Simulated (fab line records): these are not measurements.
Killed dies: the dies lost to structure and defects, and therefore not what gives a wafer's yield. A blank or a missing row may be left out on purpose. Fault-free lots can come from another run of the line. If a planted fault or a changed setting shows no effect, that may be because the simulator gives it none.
The tool behind it: which one? | flow gf180mcu | at 1 step of a route of 602, 6 lots with 18 wafers sampled

== WHAT EACH GAUGE READ, for each wafer ==
GF_V4_THK_MEAS_03.
lot  | measured     | on            | V4_CVD_02_THK (nm)
L729 | day 24 16:13 | film-metro-01 | 818 836 835
L732 | day 25 22:14 | film-metro-04 | 846 819 838
L740 | day 28 09:42 | film-metro-01 | 848 868 850
L742 | day 28 17:58 | film-metro-01 | 825 850 865
L744 | day 29 06:00 | film-metro-01 | 836 847 848
L748 | day 30 12:13 | film-metro-03 | 835 843 851

== TOOL THAT RAN EACH LOT (tool first, then ch and the chambers of the sampled wafers, then the start) ==
The record shows no process step preceding these readings.

== THE ANSWER, worked out from the rows above alone ==
Rule: the usual values come from the lots themselves. Put in order of their means at a reading, lots are off if they are a third of the lots or fewer, leave a main group of 4 or more, and stand apart from it by a gap of 3 or more times the standard deviation of the main group's means; of several such gaps the widest counts. Not used: any main group whose means are identical at the precision the tables above print for the reading. Also off: a lot with no number at a reading for which 4 or more lots have one. All remaining lots with rows at the step are treated as sound.
None of the lots is off at any reading shown; this tells nothing.

== WHAT THE SIMULATOR PUT IN ==
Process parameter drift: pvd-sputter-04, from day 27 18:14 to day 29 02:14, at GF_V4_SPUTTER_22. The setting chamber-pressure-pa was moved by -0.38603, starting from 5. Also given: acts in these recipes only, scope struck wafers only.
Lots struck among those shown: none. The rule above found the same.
